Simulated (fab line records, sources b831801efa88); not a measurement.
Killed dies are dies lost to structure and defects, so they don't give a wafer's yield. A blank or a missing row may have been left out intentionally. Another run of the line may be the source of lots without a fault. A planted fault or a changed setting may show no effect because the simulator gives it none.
Which tool did it? | flow sky130 | 24 lots, 72 wafers sampled, at 4 steps of a route of 708

## WHAT EACH GAUGE READ, for each wafer
SKY_FIELD_ISO_BOW_MEAS_00.
lot  | measured    | on            | INCOMING_BOW (um)
L074 | day 1 10:01 | film_metro-03 | 2 -5 11
L075 | day 1 15:00 | film_metro-01 | 8 -5 10
L076 | day 1 20:00 | film_metro-02 | -4 2 -1
L077 | day 2 01:02 | film_metro-03 | 2 -12 -10
L078 | day 2 06:00 | film_metro-03 | 6 8 1
L079 | day 2 11:00 | film_metro-03 | 4 3 -10
L080 | day 2 16:00 | film_metro-01 | 3 3 5
L081 | day 2 21:00 | film_metro-02 | 7 -7 -9
L082 | day 3 02:00 | film_metro-03 | 0 3 -4
L083 | day 3 07:00 | film_metro-02 | 9 -3 -5
L084 | day 3 12:02 | film_metro-01 | -5 2 1
L085 | day 3 17:02 | film_metro-01 | 1 -15 9
L086 | day 3 22:00 | film_metro-01 | -3 -12 -9
L087 | day 4 03:01 | film_metro-02 | 9 -5 -4
L088 | day 4 08:00 | film_metro-03 | 1 -1 2
L089 | day 4 13:00 | film_metro-02 | -7 8 -5
L090 | day 4 18:01 | film_metro-02 | 3 -4 6
L091 | day 4 23:00 | film_metro-01 | 1 2 10
L092 | day 5 04:01 | film_metro-03 | 5 12 0
L093 | day 5 09:00 | film_metro-03 | 2 5 -2
L094 | day 5 14:01 | film_metro-01 | -5 -10 7
L095 | day 5 19:00 | film_metro-03 | 4 3 7
L096 | day 6 00:00 | film_metro-02 | 11 5 7
L097 | day 6 05:00 | film_metro-01 | 4 1 -7

SKY_VIA3_CD_MEAS_12: target cd 200 nm.
lot  | measured     | on        | cd_nm (nm)
L074 | day 39 13:34 | cd_sem-02 | 199.0 198.4 197.8
L075 | day 39 16:29 | cd_sem-02 | 200.8 199.0 199.7
L076 | day 39 17:25 | cd_sem-02 | 201.2 199.8 200.0
L077 | day 40 14:45 | cd_sem-01 | 200.2 202.7 201.5
L078 | day 41 06:58 | cd_sem-01 | 199.0 198.4 198.8
L079 | day 41 03:21 | cd_sem-02 | 200.3 201.2 200.9
L080 | day 43 11:44 | cd_sem-01 | 202.7 202.3 203.3
L081 | day 43 15:25 | cd_sem-02 | 199.1 199.5 199.1
L082 | day 43 11:23 | cd_sem-02 | 200.3 198.7 199.5
L083 | day 43 17:19 | cd_sem-02 | 200.7 201.2 199.4
L084 | day 43 13:56 | cd_sem-01 | 201.1 200.6 200.9
L085 | day 43 16:23 | cd_sem-01 | 201.7 201.1 201.2
L086 | day 43 18:58 | cd_sem-02 | 200.0 201.1 199.9
L087 | day 43 18:20 | cd_sem-02 | 201.1 200.3 198.8
L088 | day 43 19:14 | cd_sem-01 | 201.2 199.9 201.6
L089 | day 43 19:19 | cd_sem-02 | 198.7 199.4 199.0
L090 | day 44 06:17 | cd_sem-02 | 199.8 198.5 199.1
L091 | day 44 06:56 | cd_sem-01 | 198.4 198.4 199.8
L092 | day 44 08:49 | cd_sem-02 | 197.9 196.4 195.7
L093 | day 44 20:34 | cd_sem-01 | 200.0 199.5 200.5
L094 | day 44 21:50 | cd_sem-01 | 200.1 198.9 199.8
L095 | day 45 03:47 | cd_sem-02 | 200.0 200.5 200.4
L096 | day 46 10:55 | cd_sem-01 | 198.8 198.9 199.0
L097 | day 46 11:52 | cd_sem-02 | 201.5 200.1 200.9

## WHAT TOOL EACH LOT RAN ON (gives the tool, then ch and the chambers of the sampled wafers, and finally the start)
lot  | SKY_VIA1_CMP_02               | SKY_METAL3_SPUTTER_02
L074 | cmp-02 ch 1,2,3, day 32 18:53 | pvd_sputter-01, day 36 05:38
L075 | cmp-01 ch 0,1,2, day 32 19:43 | pvd_sputter-01, day 36 07:47
L076 | cmp-02 ch 2,3, day 32 22:08   | pvd_sputter-03, day 36 10:08
L077 | cmp-01 ch 1,2,3, day 33 21:05 | pvd_sputter-03, day 37 08:00
L078 | cmp-02 ch 0,2, day 34 12:23   | pvd_sputter-01, day 38 01:23
L079 | cmp-02 ch 0,1,2, day 34 11:32 | pvd_sputter-04, day 37 23:11
L080 | cmp-01 ch 0,3, day 37 02:11   | pvd_sputter-04, day 40 11:54
L081 | cmp-02 ch 1,2,3, day 37 05:21 | pvd_sputter-04, day 40 14:26
L082 | cmp-02 ch 1,2,3, day 37 01:13 | pvd_sputter-01, day 40 11:23
L083 | cmp-01 ch 0,2,3, day 37 07:11 | pvd_sputter-01, day 40 16:19
L084 | cmp-02 ch 0,2, day 37 02:24   | pvd_sputter-04, day 40 12:53
L085 | cmp-01 ch 1,2,3, day 37 05:56 | pvd_sputter-03, day 40 15:25
L086 | cmp-02 ch 0,1,2, day 37 07:10 | pvd_sputter-01, day 40 17:13
L087 | cmp-01 ch 0,2,3, day 37 06:17 | pvd_sputter-04, day 40 16:55
L088 | cmp-01 ch 0,1,2, day 37 07:26 | pvd_sputter-03, day 40 17:49
L089 | cmp-01 ch 1,2,3, day 37 07:50 | pvd_sputter-04, day 40 18:07
L090 | cmp-02 ch 1,2,3, day 37 21:57 | pvd_sputter-04, day 41 06:08
L091 | cmp-02 ch 1,3, day 37 23:04   | pvd_sputter-03, day 41 07:32
L092 | cmp-01 ch 0,3, day 38 03:20   | pvd_sputter-03, day 41 11:07
L093 | cmp-02 ch 0,1,3, day 38 16:31 | pvd_sputter-03, day 41 22:15
L094 | cmp-01 ch 0,2,3, day 38 17:32 | pvd_sputter-03, day 42 00:09
L095 | cmp-02 ch 1,2, day 38 23:25   | pvd_sputter-03, day 42 04:35
L096 | cmp-02 ch 0,2,3, day 40 12:56 | pvd_sputter-01, day 43 16:29
L097 | cmp-01 ch 1,2,3, day 40 13:12 | pvd_sputter-03, day 43 16:33
- SKY_VIA1_CMP_02: polishes SiO2.
- SKY_METAL3_SPUTTER_02: material AlCu, target thk 735 nm, time 39.1 s.

## AS READ BY THE TOOLS THEMSELVES (means over the sampled wafers that have a number; for cases with no such wafer, the mark the record gives instead)
SKY_VIA1_CMP_02.
lot  | tool   | motor_current_A (A)
L074 | cmp-02 | 11.2
L075 | cmp-01 | 11.9
L076 | cmp-02 | 11.1
L077 | cmp-01 | 12.0
L078 | cmp-02 | 11.6
L079 | cmp-02 | 11.8
L080 | cmp-01 | 12.1
L081 | cmp-02 | 10.8
L082 | cmp-02 | 10.9
L083 | cmp-01 | 11.6
L084 | cmp-02 | 11.0
L085 | cmp-01 | 12.0
L086 | cmp-02 | 11.3
L087 | cmp-01 | 11.6
L088 | cmp-01 | 12.2
L089 | cmp-01 | 12.2
L090 | cmp-02 | 11.0
L091 | cmp-02 | 11.0
L092 | cmp-01 | 11.4
L093 | cmp-02 | 12.0
L094 | cmp-01 | 11.5
L095 | cmp-02 | 11.0
L096 | cmp-02 | 11.3
L097 | cmp-01 | 11.8

SKY_METAL3_SPUTTER_02.
lot  | tool           | throttle_valve_pct (%)
L074 | pvd_sputter-01 | 29.8
L075 | pvd_sputter-01 | 30.5
L076 | pvd_sputter-03 | 29.7
L077 | pvd_sputter-03 | 30.3
L078 | pvd_sputter-01 | 30.4
L079 | pvd_sputter-04 | 30.4
L080 | pvd_sputter-04 | 30.5
L081 | pvd_sputter-04 | 30.3
L082 | pvd_sputter-01 | 30.5
L083 | pvd_sputter-01 | 29.8
L084 | pvd_sputter-04 | 31.2
L085 | pvd_sputter-03 | 30.6
L086 | pvd_sputter-01 | 30.4
L087 | pvd_sputter-04 | 29.9
L088 | pvd_sputter-03 | 31.2
L089 | pvd_sputter-04 | 30.5
L090 | pvd_sputter-04 | 30.3
L091 | pvd_sputter-03 | 29.9
L092 | pvd_sputter-03 | 31.3
L093 | pvd_sputter-03 | 30.7
L094 | pvd_sputter-03 | 30.7
L095 | pvd_sputter-03 | 31.0
L096 | pvd_sputter-01 | 29.8
L097 | pvd_sputter-03 | 30.9

## THE ANSWER, worked out from the rows above alone
Rule: the usual values come from the lots themselves. The widest of any qualifying gaps counts: lots, ordered by their means at a reading, are off when they make up no more than a third of the lots, leave a main group of 4 or more, and stand apart from it by 3 or more times the standard deviation of that group's means. A main group whose means are all the same, to the digits that the tables above print for the reading, isn't used. Also off: a lot with no number at a reading for which 4 or more lots have one. The other lots that the step has rows for count as sound. After the gauges, taken in route order, come the tools' own readings; for these a lot's mean is taken, as printed above. At the first step where some lot is off, the reading lying furthest off is the one used; lots without a number count as furthest.
Across all readings shown, no lot is off: no conclusion can be drawn from this.

## WHAT HAD BEEN PUT IN BY THE SIMULATOR
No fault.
